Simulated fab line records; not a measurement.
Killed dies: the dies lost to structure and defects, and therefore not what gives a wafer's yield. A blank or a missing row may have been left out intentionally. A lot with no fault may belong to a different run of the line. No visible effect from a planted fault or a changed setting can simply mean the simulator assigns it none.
A struck lot beside a sound one    flow sfq-line    14 out of 325 route steps
Sound: wafers L289.2, L289.3, L289.4. Struck: wafer L295.1 (left out: L295.3, L295.6 of the same lot, which were not struck); the cause appears at the end.
Each step with rows lists, per side, the tool, then ch with its chambers, then its first start. Under that, the readings that differ: sound wafers    struck wafers    difference of the means    sigmas: that difference in standard deviations of wafers without a fault.
alike: a reading whose means differ by less than 2 such deviations, as well as words and numbers matching on both sides. not compared: withheld readings; readings where some wafer has no value; bounds like >300 that might hide an equal value; numbers whose values overlap and for which the record gives no deviation.
Wherever a step has rows on one side only, a row that says differs or no value, or a row with sigmas, the two part there. Numbers that don't overlap but have no deviation are shown without sigmas and don't part them. A reading missing from all wafers of one side parts the sides only when that side holds two or more wafers.

first, 6 steps without rows for these wafers: SFQ_TRILAYER_M3_LITHO_COAT_080 (resist thk 62 nm); SFQ_TRILAYER_M3_LITHO_COAT_075 (resist thk 600 nm); SFQ_TRILAYER_M3_LITHO_SOFTBAKE_079; SFQ_TRILAYER_M3_LITHO_EXPOSE_076 (exposes mask M3, target cd 500 nm); SFQ_TRILAYER_M3_LITHO_PEB_078 (peb time 60 s); SFQ_TRILAYER_M3_LITHO_DEVELOP_077 (time 60 s).
SFQ_M3_OVL_MEAS_921:
  sound: overlay-01 at day 30 01:27; struck: overlay-01 at day 33 02:28
  alike: M3_OVL
SFQ_TRILAYER_M3_BARC_OPEN_METAL_ETCH_100: etches BARC in O2, target depth 125 nm, time 41.7 s.
  sound on rie-metal-01 ch 0,1, day 30 01:29; struck on rie-metal-01 ch 1, day 33 02:30
reading                         sound              struck  difference  sigmas
chamber-pressure-mTorr (mTorr)  9.997 9.987 9.986  10.009  +0.019      +2
  alike: drypump-motor-current-A, oes-product-au
  not compared: rf-hours-counter-h
SFQ_TRILAYER_M3_ETCH_METAL_ETCH_078: etches Nb in Cl2/Ar, stops on SiO2, target depth 240 nm, time 120 s.
  sound on rie-metal-01 ch 0,1, day 30 01:34; struck on rie-metal-01 ch 1, day 33 02:37
  alike: chamber-pressure-mTorr, drypump-motor-current-A, oes-product-au
  not compared: rf-hours-counter-h
SFQ_TRILAYER_M3_STRIP_STRIP_079: strips in O2.
  sound on rie-metal-01 ch 0,1, day 30 01:43; struck on rie-metal-01 ch 1, day 33 02:52
  alike: chamber-pressure-mTorr, drypump-motor-current-A, oes-product-au
  not compared: rf-hours-counter-h
then, 1 step without rows for these wafers: SFQ_TRILAYER_M3_STRIP_SOLV_CLEAN_080 (cleans in NMP, time 600 s).
SFQ_TRILAYER_I3_DEP_PECVD_081: deposits SiO2 from SiH4/N2O, time 111.11 s, target thk 500 nm.
  sound on pecvd-03 ch 0,1, day 30 02:42; struck on pecvd-01 ch 2, day 33 04:15
  alike: heater-power-w, throttle-valve-pct
SFQ_TRILAYER_I3_CMP_CMP_082: polishes SiO2.
  sound on cmp-02 ch 0,2,3, day 31 00:51; struck on cmp-02 ch 2, day 34 12:32
reading                 sound              struck  difference  sigmas
platen-rpm (rpm)        59.90 60.00 60.04  66.03   +6.05       +99 or more
time-to-endpoint-s (s)  218 219 222        196     -24         -3
  alike: motor-current-A, slurry-filter-dp-kPa, slurry-flow-ml-min
SFQ_I3_BOW_MEAS_922:
  sound: film-metro-03 at day 31 03:52; struck: film-metro-03 at day 34 14:02
  alike: I3_BOW

== WHERE THEY PART ==
At SFQ_TRILAYER_M3_BARC_OPEN_METAL_ETCH_100 first; at SFQ_TRILAYER_I3_CMP_CMP_082 last (within this record only). Later steps at which nothing parts them and some readings are alike: SFQ_I3_BOW_MEAS_922.

WHY: what the simulator had put in
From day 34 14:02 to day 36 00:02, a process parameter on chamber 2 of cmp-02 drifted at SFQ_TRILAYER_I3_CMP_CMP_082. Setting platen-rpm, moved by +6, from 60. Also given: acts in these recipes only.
